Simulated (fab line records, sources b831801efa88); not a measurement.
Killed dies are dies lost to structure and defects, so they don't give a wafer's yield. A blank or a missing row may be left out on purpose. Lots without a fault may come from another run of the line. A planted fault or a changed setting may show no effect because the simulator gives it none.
Chamber matching | flow sky130 | SKY_CONTACT_ETCH_17 on rie_diel-03: 4 sister chambers
The step etches SiO2 in C4F8/O2/Ar, stops on Si3N4, target depth 340 nm. 14 wafers are shown with their chamber, then 7 later ones without.

WAFERS WITH THEIR CHAMBER
wafer  | chamber | oes_product_au (a.u.)
L156.1 | 0       | 0.899
L156.5 | 0       | 0.888
L156.6 | 1       | 0.884
L162.2 | 3       | 0.891
L162.5 | 1       | 0.881
L162.6 | 0       | 0.888
L164.1 | 0       | 0.891
L164.3 | 1       | 0.885
L164.4 | 3       | 0.891
L167.2 | 1       | 0.889
L167.3 | 0       | 0.899
L167.5 | 1       | 0.890
L176.2 | 3       | 0.893
L176.4 | 2       | 0.894

SIGNATURES (means of the wafers above)
reading        | chamber 0 | chamber 1 | chamber 2 | chamber 3 | scatter within a chamber
oes_product_au | 0.89300   | 0.88580   | 0.89400   | 0.89167   | 0.00428
Rule: a wafer's distance from a chamber is the root of the sum, over the readings, of the square of ((its reading less the chamber's mean) divided by the reading's scatter). The wafer belongs to the nearest chamber; if the next one is less than 2 further off, it can't be placed. The scatter: the root of (the sum of the squares of (reading less its chamber's mean) over the shown wafers, divided by (wafers less chambers)).

WAFERS WITHOUT THEIR CHAMBER
wafer  | oes_product_au (a.u.)
L176.5 | 0.896
L175.3 | 0.884
L175.4 | 0.897
L175.5 | 0.880
L177.1 | 0.894
L177.3 | 0.894
L177.6 | 0.890

WHICH CHAMBER EACH WENT THROUGH
wafer  | from the rows above               | in truth
L176.5 | can't be placed: 2 or 0 or 3 or 1 | 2
L175.3 | can't be placed: 1 or 3 or 0 or 2 | 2
L175.4 | can't be placed: 2 or 0 or 3 or 1 | 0
L175.5 | can't be placed: 1 or 3 or 0 or 2 | 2
L177.1 | can't be placed: 2 or 0 or 3 or 1 | 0
L177.3 | can't be placed: 2 or 0 or 3 or 1 | 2
L177.6 | can't be placed: 3 or 0 or 2 or 1 | 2
Placed correctly: 0 of 7. Can't be placed from these rows: 7 (the true chamber is among the candidates in 7). Placed wrongly: 0.
